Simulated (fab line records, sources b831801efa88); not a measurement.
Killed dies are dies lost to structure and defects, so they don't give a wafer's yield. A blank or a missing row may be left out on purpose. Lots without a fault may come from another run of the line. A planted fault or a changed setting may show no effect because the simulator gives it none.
Which tool did it? | flow sky130 | 12 lots, 36 wafers sampled, at 3 steps of a route of 708

WHAT THE GAUGES READ, wafer by wafer
SKY_VT_ADJUST_NCORE_OVL_MEAS_08. Usual: VT_ADJUST_NCORE_OVL -0.2 nm, standard deviation 1.7.
lot  | measured     | on         | VT_ADJUST_NCORE_OVL (nm) | flag
L872 | day 8 12:36  | overlay-02 | 0.7 -0.6 -0.5            |
L874 | day 9 02:10  | overlay-01 | 0.6 -0.3 -0.2            |
L877 | day 9 23:21  | overlay-02 | 0.6 1.3 1.1              |
L880 | day 10 22:56 | overlay-02 | 1.0 2.3 0.7              |
L881 | day 11 09:47 | overlay-02 | -2.0 -0.1 -2.0           |
L882 | day 11 11:52 | overlay-01 | -0.5 -1.4 -0.9           |
L883 | day 11 21:04 | overlay-01 | 0.4 0.7 -1.4             |
L885 | day 12 06:15 | overlay-01 | 3.6 1.9 1.5              |
L890 | day 14 05:02 | overlay-02 | -0.4 0.2 0.9             |
L891 | day 14 07:57 | overlay-02 | 2.3 1.2 2.6              |
L893 | day 16 00:38 | overlay-02 | 0.7 0.4 2.1              |
L894 | day 16 01:10 | overlay-01 | 2.2 1.1 1.8              |

SKY_VT_ADJUST_HVTR_TW_MEAS_11. Usual: VT_ADJUST_HVTR_TW 213.2, standard deviation 2.6.
lot  | measured     | on            | VT_ADJUST_HVTR_TW | flag
L872 | day 9 09:53  | film_metro-03 | 209.9 209.2 208.8 |
L874 | day 10 00:53 | film_metro-01 | 214.6 214.2 215.5 |
L877 | day 10 22:10 | film_metro-01 | 214.7 214.3 215.4 |
L880 | day 11 22:52 | film_metro-03 | 209.3 209.4 210.5 |
L881 | day 12 09:54 | film_metro-01 | 215.8 216.2 217.2 |
L882 | day 12 11:23 | film_metro-03 | 210.3 209.8 210.8 |
L883 | day 12 21:28 | film_metro-04 | 210.6 211.2 211.1 |
L885 | day 13 07:11 | film_metro-01 | 215.9 215.7 214.3 |
L890 | day 15 07:25 | film_metro-01 | 215.8 215.8 216.1 |
L891 | day 15 11:25 | film_metro-01 | 215.9 215.8 215.7 |
L893 | day 17 03:47 | film_metro-03 | 210.6 212.3 210.3 |
L894 | day 17 05:02 | film_metro-03 | 212.5 210.1 210.5 |

SKY_SONOS_TUNNEL_TW_MEAS_12. Usual: SONOS_TUNNEL_TW 200.2, standard deviation 2.2.
lot  | measured     | on            | SONOS_TUNNEL_TW   | flag
L872 | day 11 06:28 | film_metro-01 | 203.2 202.2 202.2 |
L874 | day 11 22:48 | film_metro-02 | 200.5 200.6 199.6 |
L877 | day 12 22:10 | film_metro-01 | 202.4 202.1 201.4 |
L880 | day 14 00:22 | film_metro-02 | 200.2 199.6 199.5 |
L881 | day 14 12:01 | film_metro-01 | 201.2 201.8 201.0 |
L882 | day 14 14:20 | film_metro-01 | 201.6 200.6 200.8 |
L883 | day 15 00:35 | film_metro-02 | 200.5 200.7 200.9 |
L885 | day 15 13:06 | film_metro-01 | 202.4 201.3 201.9 |
L890 | day 17 14:37 | film_metro-03 | 197.7 196.7 197.3 |
L891 | day 17 19:08 | film_metro-02 | 199.5 199.2 199.8 |
L893 | day 19 16:18 | film_metro-01 | 202.6 202.5 202.3 |
L894 | day 19 17:41 | film_metro-03 | 197.2 197.6 197.4 |

WHICH TOOL RAN EACH LOT (tool, then ch and the chambers of the sampled wafers, then the start)
The record holds no process step before these readings.

WHAT THE TOOLS THEMSELVES READ (means of the sampled wafers that have a number; where no wafer has one, the mark that the record gives instead)
The record holds no such reading with a usual standard deviation.

THE ANSWER, worked out from the rows above alone
Rule: a lot is off if the mean of its wafers that have a number lies more than 3 standard deviations from the usual mean. A lot without any number at a reading at which 4 lots or more have one is off too. The other lots that the step has rows for count as sound. The gauges are gone through in route order, then the tools' own readings, and for those a lot's mean is taken as printed above. The first step at which some lot is off is used, and at that step the reading that is off furthest; a lot without a number counts as furthest.
No lot is off at any reading shown: from this, nothing can be told.

WHAT THE SIMULATOR HAD PUT IN
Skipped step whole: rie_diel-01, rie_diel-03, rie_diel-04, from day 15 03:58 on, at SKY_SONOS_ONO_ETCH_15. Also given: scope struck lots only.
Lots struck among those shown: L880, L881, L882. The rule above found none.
